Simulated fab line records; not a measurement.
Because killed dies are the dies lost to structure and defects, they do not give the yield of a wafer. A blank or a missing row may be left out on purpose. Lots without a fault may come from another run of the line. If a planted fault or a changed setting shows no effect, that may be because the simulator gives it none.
One fault through the eyes of 2 desks | flow sky130 | what lay behind the numbers comes last; until then each desk has only its own

== AT THE METROLOGY DESK ==
What the gauges read, lot by lot, whatever tool the lot ran on: means of the sampled wafers that have a number. A lot is out of limits, marked OUT, if its mean lies more than 4 standard deviations from the usual mean; the brackets give that distance.
Columns: A = cdNm at SKY_VIA1_CD_MEAS_12, usual 150.2 nm; B = VIA1_OVL at SKY_VIA1_OVL_MEAS_13, usual -3 nm
lot  | first seen here | A     | B
L409 | day 35 15:32    | 150.8 | -3
L411 | day 36 08:22    | 144.7 | 1
L413 | day 37 08:46    | 149.1 | -6
L418 | day 38 19:37    | 149.4 | 2
L427 | day 41 05:22    | 150.8 | 4
Result from this desk: across the 5 lots, nothing is out of limits.

== DESK OF THE TOOL OWNER: pvdSputter-02 ==
The tool's own readings at SKY_VIA1_SPUTTER_20 (material TiN, target thk 20 nm, time 80 s): means of the sampled wafers that have a number, for each lot that ran on this tool. A lot is out of limits, marked OUT, if its mean lies more than 4 standard deviations from the usual mean; the brackets give that distance.
Columns: A = throttleValvePct at SKY_VIA1_SPUTTER_20, usual 30.3 %
lot  | first seen here | A
L409 | day 35 16:28    | 30.6
L413 | day 37 09:36    | 30.5
L427 | day 41 06:14    | 30.3
Result from this desk: across the 3 lots, nothing is out of limits.

== TAKEN TOGETHER ==
Nothing out of limits was seen by the metrology desk.
The desk of the tool owner found nothing out of limits.

== WHAT THE SIMULATOR PUT IN ==
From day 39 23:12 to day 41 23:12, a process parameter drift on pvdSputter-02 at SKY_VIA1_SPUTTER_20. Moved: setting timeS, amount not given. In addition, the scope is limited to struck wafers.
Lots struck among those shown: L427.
